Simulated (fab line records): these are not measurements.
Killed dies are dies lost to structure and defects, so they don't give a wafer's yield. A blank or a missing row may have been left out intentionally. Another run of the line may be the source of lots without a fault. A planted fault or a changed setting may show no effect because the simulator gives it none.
A lot that was struck, set against a sound lot ; flow sky130 ; 14 out of 708 route steps
Sound: the wafers L945.2, L945.3, L945.4. Wafers L953.1, L953.3, L953.5 were the ones struck. At the end, the cause is stated.
Each step with rows lists, per side, the tool, then ch with its chambers, then its first start. Under that, the readings that differ: sound wafers ; struck wafers ; difference of the means ; sigmas: that difference in standard deviations of wafers without a fault.
alike: a reading whose means differ by less than 2 such deviations, as well as words and numbers matching on both sides. not compared: withheld readings; readings where some wafer has no value; bounds like >300 that might hide an equal value; numbers whose values overlap and for which the record gives no deviation.
A row with sigmas, a row that says differs or no value, or rows on one side alone: a step with any of these is where the two part. Numbers that have no deviation but don't overlap get no sigmas and don't part them. Lack of a reading on every wafer of one side parts them only where that side has two or more wafers.

SKY_VIA4_OVL_MEAS_11:
  struck on overlay-02, day 46 09:05; sound on overlay-02, day 44 05:25
  alike: VIA4_OVL
then, 1 step without rows for these wafers: SKY_VIA4_ETCH_12 (etches SiO2 in C4F8/O2/Ar, stops on TiN, target depth 580 nm).
SKY_VIA4_STRIP_13: strips in O2/N2.
  sound on plasma-asher-04 ch 0,1, day 44 05:32; struck on plasma-asher-01 ch 0,1, day 46 09:12
  alike: drypump-motor-current-A, o2-flow-sccm, oes-product-au, strip-time-to-endpoint-s
  not compared: rf-hours-counter-h
then, 3 steps without rows for these wafers: SKY_VIA4_STRIP_14 (strips in post etch residue remover, time 1200 s); SKY_VIA4_CLEAN_15 (cleans in IPA, time 180 s); SKY_VIA4_CLEAN_16 (cleans in O3/DIW).
SKY_VIA4_SPUTTER_17: material TiN, target thk 20 nm, time 80 s.
  struck on pvd-sputter-02, day 46 09:47; sound on pvd-sputter-04, day 44 06:07
reading;sound;struck;difference;sigmas
throttle-valve-pct (%);32.7 31.5 31.8;30.3 28.1 29.4;-2.7;-2
  alike: cathode-dc-power-W, chamber-pressure-pa
SKY_VIA4_CVD_18: deposits W, target thk 505 nm, time 152.14 s.
  sound on cvd-w-01 ch 0,1, day 44 06:11; struck on cvd-w-01 ch 0,1, day 46 09:51
  alike: heater-power-w
SKY_VIA4_RS_MEAS_19: a four-point-probe measurement.
  struck on film-metro-04, day 46 10:00; sound on film-metro-03, day 44 06:21
  alike: VIA4_W_RS
SKY_VIA4_THK_MEAS_20: measures by xrf.
  struck on film-metro-04, day 46 10:07; sound on film-metro-03, day 44 06:28
  alike: VIA4_W_THK
then, 1 step without rows for these wafers: SKY_VIA4_CMP_21 (polishes, stops on SiO2, t overpolish 25 s, target thk 0 nm).
SKY_METAL5_SPUTTER_00: material Ti, target thk 15 nm, time 10 s.
  struck on pvd-sputter-03, day 46 10:29; sound on pvd-sputter-01, day 44 06:49
  alike: cathode-dc-power-W, chamber-pressure-pa, throttle-valve-pct
SKY_METAL5_SPUTTER_01: material TiN, target thk 20 nm, time 16.7 s.
  struck on pvd-sputter-03, day 46 10:30; sound on pvd-sputter-01, day 44 06:50
  no value came back on the struck wafers for cathode-dc-power-W (W), chamber-pressure-pa (Pa), throttle-valve-pct (%); on the sound wafers cathode-dc-power-W (W) reads 6499.2 6499.9 6500.7
SKY_METAL5_SPUTTER_02: material AlCu, target thk 1150 nm, time 61.2 s.
  struck on pvd-sputter-03, day 46 10:32; sound on pvd-sputter-01, day 44 06:52
reading;sound;struck;difference;sigmas
chamber-pressure-pa (Pa);0.4018 0.4005 0.4013;0.4000 0.3987 0.3998;-0.0017;-2
  alike: cathode-dc-power-W, throttle-valve-pct

WHERE THEY PART
At SKY_VIA4_SPUTTER_17 first; at SKY_METAL5_SPUTTER_02 last (within this record only).

WHY: what had been put in by the simulator
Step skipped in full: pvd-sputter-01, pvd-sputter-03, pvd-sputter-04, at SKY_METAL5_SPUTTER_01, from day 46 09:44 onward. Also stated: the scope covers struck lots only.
